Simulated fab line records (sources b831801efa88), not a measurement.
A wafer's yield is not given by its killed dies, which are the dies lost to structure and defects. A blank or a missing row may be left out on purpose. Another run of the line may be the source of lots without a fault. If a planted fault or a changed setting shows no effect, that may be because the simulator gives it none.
fab line records | flow sky130
record: lots: 6 wafers: 18 last-day: 49
route steps=708 shown VIA4@652 METAL5@661 PAD_OPEN@708
lots with no fault: from the same line, run without faults
start-h: start of the lot's first displayed wafer, in hours after the record's first day | wait-h: hours from the lot's prior step to this one | " the same as in the row above | L1.1+2: several wafers, shown together as one row | - no value present, or no start provided | * or withheld: withheld | < > ~ a bound
route shown NAME@n: a module of which the file shows steps, and the number in the route of the first | usual: mean/standard deviation taken from wafers without a fault | same: alike in all rows | chamber/n: place in a boat | sites: the reading at each site | _std_site: how widely they spread, as a standard deviation | _edge_site: outer sites' mean less inner sites' | radius-mm: for every site, how far away it sits from the centre of the wafer | mask NAME#n: copy n | behind: the tool/chamber that last shaped the wafer | hold: what put the lot on hold/how long, in hours/how the hold closed | device: transistor that didn't switch, given as n, p or np | end of line: the same wafers' tests at the end of the route | where a step has no rows: the recipe by itself | killed: the dies lost at the first sort to structure and to defects; this is not the yield of the wafer | map: per-die view of a wafer (x killed, . not killed, _ where there is no die)
set.NAME: the setting as run; set.NAME@STEP: as run at that earlier step | model.NAME: the simulator's own value behind a step, which no gauge read
lots at some steps of the route; a table a step, a row a wafer
services: the hour from which a tool's chamber was out of use, counted from the record's first day as start-h (under 0 if before that day), plus the number of hours and why
== steps ==
step: SKY_VIA4_STRIP_13
recipe: chemistry: O2/N2 power-w: 1400 pressure-mtorr: 1500 platen-temp-c: withheld o2-flow-sccm: 3000 n2-flow-sccm: 300 overash-fraction: 0.5
step: SKY_VIA4_STRIP_14
recipe: chemistry: post-etch-residue-remover time-s: 1200 temp-c: 72.5
step: SKY_VIA4_CLEAN_15
recipe: chemistry: IPA time-s: 180 temp-c: 25
step: SKY_VIA4_CLEAN_16
recipe: chemistry: O3/DIW dry: n2-spin
step: SKY_VIA4_SPUTTER_17
recipe: material: TiN target-thk-nm: 20 chamber-pressure-pa: 5 power-w: 4000 time-s: 80
step: SKY_VIA4_CVD_18
recipe: material: W target-thk-nm: 505 time-s: 152.14 temp-c: 400 pressure-torr: 40
usual: heater-power-outer-w: 575/84 heater-power-w: 912/92
columns lot.wafer tool chamber start-h wait-h heater-power-outer-w heater-power-w
L474.1 cvd-w-02 1 996.60 0.0 698 982
L474.2 " 0 " " 457 818
L474.4 " 0 " " 468 812
L481.1 cvd-w-02 0 1056.85 0.0 479 826
L481.3 " 0 " " 462 826
L481.5 " 0 " " 466 836
L482.2 cvd-w-01 0 1060.26 0.0 589 967
L482.5 " 0 " " 573 940
L482.6 " 1 " " 543 833
L493.1 cvd-w-02 0 1126.50 0.0 477 826
L493.5 " 1 " " 698 1065
L493.6 " 0 " " 466 813
L494.3 cvd-w-01 0 1128.25 0.1 597 929
L494.4 " 1 " " 546 833
L494.6 " 0 " " 592 934
L495.3 cvd-w-01 0 1129.12 0.1 585 941
L495.5 " 0 " " 605 953
L495.6 " 1 " " 555 831
step: SKY_VIA4_RS_MEAS_19
recipe: thk-meas-gauge: four-point-probe reads: W_of_VIA4_CVD_18+TiN_of_VIA4_SPUTTER_17
usual: VIA4_W_RS: 0.227/0.0032
columns lot.wafer tool chamber start-h wait-h VIA4_W_RS[ohm/sq]
L474.1 film-metro-02 - 996.75 0.1 0.225
L474.2 " - " " 0.224
L474.4 " - " " 0.224
L481.1 film-metro-04 - 1057.00 0.1 0.222
L481.3 " - " " 0.224
L481.5 " - " " 0.225
L482.2 film-metro-03 - 1060.43 0.1 0.226
L482.5 " - " " 0.229
L482.6 " - " " 0.229
L493.1 film-metro-03 - 1126.65 0.1 0.226
L493.5 " - " " 0.228
L493.6 " - " " 0.225
L494.3 film-metro-04 - 1128.39 0.1 0.228
L494.4 " - " " 0.235
L494.6 " - " " 0.233
L495.3 film-metro-03 - 1129.26 0.1 0.227
L495.5 " - " " 0.226
L495.6 " - " " 0.226
step: SKY_VIA4_THK_MEAS_20
recipe: thk-meas-gauge: xrf reads: W_of_VIA4_CVD_18
usual: VIA4_W_THK: 490/7.3
columns lot.wafer tool chamber start-h wait-h VIA4_W_THK[nm]
L474.1 film-metro-02 - 996.87 0.1 493
L474.2 " - " " 497
L474.4 " - " " 497
L481.1 film-metro-04 - 1057.12 0.1 502
L481.3 " - " " 495
L481.5 " - " " 494
L482.2 film-metro-03 - 1060.54 0.1 490
L482.5 " - " " 484
L482.6 " - " " 484
L493.1 film-metro-03 - 1126.77 0.1 492
L493.5 " - " " 487
L493.6 " - " " 493
L494.3 film-metro-04 - 1128.49 0.1 490
L494.4 " - " " 478
L494.6 " - " " 484
L495.3 film-metro-03 - 1129.36 0.1 491
L495.5 " - " " 494
L495.6 " - " " 491
step: SKY_VIA4_CMP_21
recipe: stop-on: SiO2 t-overpolish-s: 25 down-force-psi: 3.5 platen-rpm: 60 target-thk-nm: 0 pad-velocity-m-s: 0.94248
step: SKY_METAL5_SPUTTER_00
recipe: material: Ti target-thk-nm: 15 power-w: 3000 time-s: 10 chamber-pressure-pa: 0.4
usual: throttle-valve-pct: 30.0/0.79
columns lot.wafer tool chamber start-h wait-h throttle-valve-pct
L474.1 pvd-sputter-02 - 997.23 0.2 29.7
L474.2 " - " " 31.3
L474.4 " - " " 29.6
L481.1 pvd-sputter-04 - 1057.48 0.2 31.1
L481.3 " - " " 30.1
L481.5 " - " " 29.1
L482.2 pvd-sputter-04 - 1061.93 0.2 31.1
L482.5 " - " " 31.0
L482.6 " - " " 29.9
L493.1 pvd-sputter-04 - 1127.13 0.2 30.0
L493.5 " - " " 30.1
L493.6 " - " " 30.9
L494.3 pvd-sputter-02 - 1128.83 0.2 30.9
L494.4 " - " " 30.0
L494.6 " - " " 30.9
L495.3 pvd-sputter-02 - 1129.70 0.1 30.1
L495.5 " - " " 30.7
L495.6 " - " " 30.0
step: SKY_METAL5_SPUTTER_01
recipe: material: TiN target-thk-nm: 20 power-w: 6500 time-s: 16.7 chamber-pressure-pa: 0.4
usual: throttle-valve-pct: 30.0/0.79
columns lot.wafer tool chamber start-h wait-h throttle-valve-pct
L474.1 pvd-sputter-02 - 997.26 0.0 29.7
L474.2 " - " " 31.4
L474.4 " - " " 30.0
L481.1 pvd-sputter-04 - 1057.50 0.0 31.0
L481.3 " - " " 30.1
L481.5 " - " " 29.0
L482.2 pvd-sputter-04 - 1061.96 0.0 31.1
L482.5 " - " " 31.1
L482.6 " - " " 29.9
L493.1 pvd-sputter-04 - 1127.16 0.0 29.8
L493.5 " - " " 30.0
L493.6 " - " " 30.7
L494.3 pvd-sputter-02 - 1128.86 0.0 30.9
L494.4 " - " " 29.8
L494.6 " - " " 30.8
L495.3 pvd-sputter-02 - 1129.72 0.0 29.9
L495.5 " - " " 30.8
L495.6 " - " " 29.6
step: SKY_METAL5_SPUTTER_02
recipe: material: AlCu target-thk-nm: 1150 power-w: 10600 time-s: 61.2 chamber-pressure-pa: 0.4
usual: throttle-valve-pct: 30.0/0.82
columns lot.wafer tool chamber start-h wait-h throttle-valve-pct
L474.1 pvd-sputter-02 - 997.28 0.0 30.0
L474.2 " - " " 31.4
L474.4 " - " " 29.9
L481.1 pvd-sputter-04 - 1057.53 0.0 30.9
L481.3 " - " " 30.1
L481.5 " - " " 29.3
L482.2 pvd-sputter-04 - 1061.98 0.0 31.0
L482.5 " - " " 31.2
L482.6 " - " " 30.2
L493.1 pvd-sputter-04 - 1127.18 0.0 30.2
L493.5 " - " " 30.3
L493.6 " - " " 31.1
L494.3 pvd-sputter-02 - 1128.88 0.0 31.1
L494.4 " - " " 29.8
L494.6 " - " " 30.8
L495.3 pvd-sputter-02 - 1129.75 0.0 30.0
L495.5 " - " " 31.0
L495.6 " - " " 29.8
step: SKY_METAL5_SPUTTER_03
recipe: material: Ti target-thk-nm: 5 power-w: 3000 time-s: 3.3 chamber-pressure-pa: 0.4
usual: throttle-valve-pct: 30.0/0.78
columns lot.wafer tool chamber start-h wait-h throttle-valve-pct model.Ti_of_METAL5_SPUTTER_03.thk-nm
L474.1 pvd-sputter-02 - 997.33 0.0 29.8 4.918
L474.2 " - " " 31.3 4.771
L474.4 " - " " 29.9 4.962
L481.1 pvd-sputter-04 - 1057.58 0.0 30.8 5.312
L481.3 " - " " 30.2 5.224
L481.5 " - " " 29.1 5.355
L482.2 pvd-sputter-04 - 1062.03 0.0 31.0 5.422
L482.5 " - " " 31.1 5.411
L482.6 " - " " 29.9 5.261
L493.1 pvd-sputter-04 - 1127.23 0.0 29.7 4.88
L493.5 " - " " 30.0 4.884
L493.6 " - " " 31.3 5.166
L494.3 pvd-sputter-02 - 1128.93 0.0 30.9 5.11
L494.4 " - " " 29.8 5.224
L494.6 " - " " 30.8 5.25
L495.3 pvd-sputter-02 - 1129.80 0.0 29.9 4.769
L495.5 " - " " 30.8 4.883
L495.6 " - " " 29.6 5.053
step: SKY_METAL5_SPUTTER_04
recipe: material: TiN target-thk-nm: 70 power-w: 6500 time-s: 58.3 chamber-pressure-pa: 0.4
usual: throttle-valve-pct: 30.0/0.81
columns lot.wafer tool chamber start-h wait-h throttle-valve-pct
L474.1 pvd-sputter-02 - 997.35 0.0 29.8
L474.2 " - " " 31.4
L474.4 " - " " 29.7
L481.1 pvd-sputter-04 - 1057.60 0.0 30.8
L481.3 " - " " 30.0
L481.5 " - " " 28.9
L482.2 pvd-sputter-04 - 1062.05 0.0 30.9
L482.5 " - " " 31.0
L482.6 " - " " 30.2
L493.1 pvd-sputter-04 - 1127.25 0.0 30.1
L493.5 " - " " 30.0
L493.6 " - " " 31.0
L494.3 pvd-sputter-02 - 1128.95 0.0 31.0
L494.4 " - " " 30.0
L494.6 " - " " 30.9
L495.3 pvd-sputter-02 - 1129.82 0.0 29.5
L495.5 " - " " 30.8
L495.6 " - " " 29.6
step: SKY_PAD_OPEN_PROBE_99
usual: defect-limited-yield: 82.7/1.9 killed_at_M0_to_M3: 43/6.8 killed_at_M4_up: 2.9/1.7 killed-at-contacts: 24/5.4 killed-at-front-end: 15/4.8 killed-at-other: 0.3/0.57 killed-dies: 85/9.4 killed-open: 47/7.5 killed-short: 38/5.7 sort_bin_3_pad_short: 0.8/0.37 sort_bin_5_function: 10.2/1.5 sort_bin_6_memory: 6.2/1.1 sort-n-pass: 407/9.4 sort-yield-pct: 82.7/1.9
same: gross-dies: 492 killed-at-back-side: 0 sort_bin_4_leakage[%]: 0 sort_bin_8_speed[%]: 0
columns lot.wafer tool chamber start-h wait-h defect-limited-yield[%] killed_at_M0_to_M3 killed_at_M4_up killed-at-contacts killed-at-front-end killed-at-other killed-dies killed-open killed-short sort_bin_3_pad_short[%] sort_bin_5_function[%] sort_bin_6_memory[%] sort-n-pass sort-yield-pct[%]
L474.1 prober-01 - 1065.29 0.1 81.5 52 3 22 14 0 91 45 46 1.0 10.4 7.1 401 81.5
L474.2 prober-01 - 1065.34 0.1 82.3 43 4 33 7 0 87 54 33 0.4 11.6 5.7 405 82.3
L474.4 prober-01 - 1065.44 0.2 80.9 50 0 32 11 1 94 54 40 1.8 11.2 6.1 398 80.9
killed by level:class
L474.1 VIA1:geometric-particle:open=11 VIA3:geometric-particle:short=9 CONTACT:geometric-particle:open=7 POLY_GATE:geometric-particle:open=7 VIA1:geometric-particle:short=6 VIA2:geometric-particle:open=6 LI_CONTACT:geometric-particle:open=5 METAL2:geometric-particle:short=5
L474.2 CONTACT:geometric-particle:open=18 VIA1:geometric-particle:open=12 LI_CONTACT:geometric-particle:open=7 METAL1:geometric-particle:short=5 METAL3:geometric-particle:short=5 LI_CONTACT:geometric-particle:short=4 VIA1:geometric-particle:short=4 VIA2:geometric-particle:open=4
L474.4 CONTACT:geometric-particle:open=10 VIA2:geometric-particle:open=10 VIA1:geometric-particle:open=9 VIA3:geometric-particle:short=7 LI_CONTACT:geometric-particle:open=7 LOCAL_INTERCONNECT:geometric-particle:short=6 VIA3:geometric-particle:open=6 LI_CONTACT:geometric-particle:short=5
== services ==
columns tool chamber start-h hours kind
cvd-w-02 1 980.14 9.8 repair
pvd-sputter-02 - 990.04 1.2 repair
pvd-sputter-04 1 1017.22 - consumable-replace:kit
pvd-sputter-04 1 1017.22 18.0 scheduled-down
pvd-sputter-04 1 1017.22 18.0 vent-cycle
pvd-sputter-02 - 1041.37 15.8 repair
cvd-w-01 - 1075.74 14.6 pm
pvd-sputter-02 2 1095.06 - consumable-replace:kit
pvd-sputter-02 2 1095.06 18.0 scheduled-down
pvd-sputter-02 2 1095.06 18.0 vent-cycle
cvd-w-02 - 1113.41 1.2 repair
cvd-w-02 - 1127.08 1.0 repair
pvd-sputter-04 - 1129.24 1.5 repair
== key ==
first-sign none at tools or gauges
model-effect: step: SKY_METAL5_SPUTTER_03 value: Ti_of_METAL5_SPUTTER_03.thk-nm without: 4.995 struck: 5.331
met-at SKY_METAL5_SPUTTER_03
struck-wafers L481.1,L481.3,L481.5,L482.2,L482.5,L482.6
fault: kind: process-parameter-drift tool: pvd-sputter-04 chamber: - onset-h: 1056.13 steps: SKY_METAL5_SPUTTER_03 channel: time-s offset: * shape: step end-h: 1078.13 acts-in: * stated: *
